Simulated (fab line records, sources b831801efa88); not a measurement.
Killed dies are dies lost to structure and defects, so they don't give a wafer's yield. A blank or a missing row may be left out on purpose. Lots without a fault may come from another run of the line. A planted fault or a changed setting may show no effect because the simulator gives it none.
Chamber matching | flow gf180mcu | GF_V2_CMP_04 on cmp-02: 4 sister chambers
The step polishes SiO2. 8 wafers are shown with their chamber, then 7 later ones without.

WAFERS WITH THEIR CHAMBER
wafer  | chamber | time_to_endpoint_s (s) | motor_current_A (A)
L493.3 | 1       | 79                     | 12.2
L493.5 | 2       | 86                     | 11.6
L496.1 | 2       | 84                     | 11.8
L498.2 | 3       | 71                     | 11.9
L498.3 | 0       | 80                     | 11.5
L498.6 | 0       | 87                     | 11.7
L501.1 | 3       | 77                     | 11.9
L501.4 | 1       | 82                     | 12.2

WAFERS WITHOUT THEIR CHAMBER
wafer  | time_to_endpoint_s (s) | motor_current_A (A)
L501.6 | 85                     | 11.2
L510.3 | 81                     | 11.4
L510.4 | 86                     | 12.5
L510.6 | 80                     | 12.0
L514.4 | 84                     | 11.9
L514.5 | 87                     | 12.3
L514.6 | 82                     | 12.0

WHICH CHAMBER EACH WENT THROUGH
wafer  | from the rows above               | in truth
L501.6 | can't be placed: 0 or 2           | 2
L510.3 | can't be placed: 0 or 2           | 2
L510.4 | 1                                 | 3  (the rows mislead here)
L510.6 | can't be placed: 3 or 1 or 2      | 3
L514.4 | can't be placed: 2 or 3 or 0 or 1 | 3
L514.5 | 1                                 | 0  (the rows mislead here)
L514.6 | can't be placed: 1 or 3 or 2 or 0 | 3
Placed correctly: 0 of 7. Can't be placed from these rows: 5 (the true chamber is among the candidates in 5). Placed wrongly: 2.
How it was worked out, from the rows above alone: a wafer's distance from a chamber is the root of the sum, over the readings, of the square of ((its reading less the chamber's mean) divided by the reading's scatter). The wafer belongs to the nearest chamber; if the next one is less than 2 further off, it can't be placed. A chamber's mean is the mean of its shown wafers. The scatter: the root of (the sum of the squares of (reading less its chamber's mean) over the shown wafers, divided by (wafers less chambers)).
